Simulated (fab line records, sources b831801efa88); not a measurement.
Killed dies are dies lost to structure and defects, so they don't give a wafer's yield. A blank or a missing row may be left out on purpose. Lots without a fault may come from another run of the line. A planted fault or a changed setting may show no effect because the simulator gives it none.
Which tool did it? | flow sky130 | 6 lots, 18 wafers sampled, at 2 steps of a route of 708

WHAT THE GAUGES READ, wafer by wafer
SKY_NWELL_OVL_MEAS_10.
lot  | measured    | on         | NWELL_00_OVL (nm)
L929 | day 4 21:17 | overlay-02 | -2.0 -1.1 -2.3
L932 | day 5 16:04 | overlay-02 | -2.1 -0.8 0.5
L935 | day 6 06:38 | overlay-02 | -1.3 -2.3 -2.5
L940 | day 7 09:43 | overlay-01 | -0.7 -0.8 -1.5
L948 | day 9 15:14 | overlay-02 | -1.7 -0.8 -0.7
L950 | day 9 22:44 | overlay-02 | -1.6 -2.9 -2.1

WHICH TOOL RAN EACH LOT (tool, then ch and the chambers of the sampled wafers, then the start)
lot  | SKY_NWELL_EXPOSE_07
L929 | iline_stepper-02 ch 0, day 4 12:42
L932 | iline_stepper-02 ch 0, day 5 07:14
L935 | iline_stepper-02 ch 0, day 5 22:04
L940 | iline_stepper-02 ch 0, day 6 23:43
L948 | iline_stepper-02 ch 0, day 9 04:28
L950 | iline_stepper-02 ch 0, day 9 12:22
- SKY_NWELL_EXPOSE_07: exposes mask NWM, target cd 840 nm.

THE ANSWER, worked out from the rows above alone
Rule: what is usual is taken from the lots themselves. Put in order of their means at a reading, lots are off if they are a third of the lots or fewer, leave a main group of 4 or more, and stand apart from it by a gap of 3 or more times the standard deviation of the main group's means; of several such gaps the widest counts. A main group whose means are all the same, to the digits that the tables above print for the reading, isn't used. A lot without any number at a reading at which 4 lots or more have one is off too. The other lots that the step has rows for count as sound.
No lot is off at any reading shown: from this, nothing can be told.

WHAT THE SIMULATOR HAD PUT IN
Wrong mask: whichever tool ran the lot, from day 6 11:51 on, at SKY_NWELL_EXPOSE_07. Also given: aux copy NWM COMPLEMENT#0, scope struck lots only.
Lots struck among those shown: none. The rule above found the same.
